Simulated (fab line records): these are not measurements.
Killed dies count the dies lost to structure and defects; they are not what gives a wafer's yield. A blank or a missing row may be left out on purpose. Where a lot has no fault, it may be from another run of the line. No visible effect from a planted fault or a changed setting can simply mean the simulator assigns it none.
Which tool is to blame? / flow gf180mcu / Sampling: 6 lots, 18 wafers, 2 of 602 route steps

WHAT EACH GAUGE READ, for each wafer
GF_HV_LDD_TW_MEAS_23.
lot=L765; measured=day 11 05:44; on=film metro-04; HV_LDD_2_TW=1059 1061 1061
lot=L768; measured=day 11 22:46; on=film metro-04; HV_LDD_2_TW=1062 1066 1067
lot=L773; measured=day 13 13:40; on=film metro-04; HV_LDD_2_TW=955 957 951
lot=L782; measured=day 16 08:16; on=film metro-04; HV_LDD_2_TW=1046 1052 1048
lot=L784; measured=day 17 05:34; on=film metro-04; HV_LDD_2_TW=1054 1057 1054
lot=L786; measured=day 18 06:55; on=film metro-03; HV_LDD_2_TW=1066 1071 1067

TOOL THAT RAN EACH LOT (tool first, then ch and the chambers of the sampled wafers, then the start)
lot=L765; GF_HV_LDD_IMPLANT_21=implanter-02 ch 0, day 11 05:31
lot=L768; GF_HV_LDD_IMPLANT_21=implanter-04 ch 0, day 11 22:32
lot=L773; GF_HV_LDD_IMPLANT_21=implanter-01 ch 0, day 13 13:25
lot=L782; GF_HV_LDD_IMPLANT_21=implanter-04 ch 0, day 16 08:01
lot=L784; GF_HV_LDD_IMPLANT_21=implanter-04 ch 0, day 17 05:19
lot=L786; GF_HV_LDD_IMPLANT_21=implanter-01 ch 0, day 18 06:40
- GF_HV_LDD_IMPLANT_21

THE ANSWER, worked out from the rows above alone
Rule: the lots themselves supply what counts as usual. The widest of any qualifying gaps counts: lots, ordered by their means at a reading, are off when they make up no more than a third of the lots, leave a main group of 4 or more, and stand apart from it by 3 or more times the standard deviation of that group's means. The tables above print the reading to a certain number of digits; a main group whose means all agree to those digits is not used. Also off: a lot with no number at a reading for which 4 or more lots have one. All remaining lots with rows at the step are treated as sound.
Off: L773, seen at GF_HV_LDD_TW_MEAS_23 (HV_LDD_2_TW). The main group: mean 1059, standard deviation 6.9.
If a tool, at a process step before that reading, ran all the lots that are off and no sound lot after the first of them, it fits. Those tools and the gauges at GF_HV_LDD_TW_MEAS_23 are tried in the same way. Not one of the candidates tried fits.

WHAT HAD BEEN PUT IN BY THE SIMULATOR
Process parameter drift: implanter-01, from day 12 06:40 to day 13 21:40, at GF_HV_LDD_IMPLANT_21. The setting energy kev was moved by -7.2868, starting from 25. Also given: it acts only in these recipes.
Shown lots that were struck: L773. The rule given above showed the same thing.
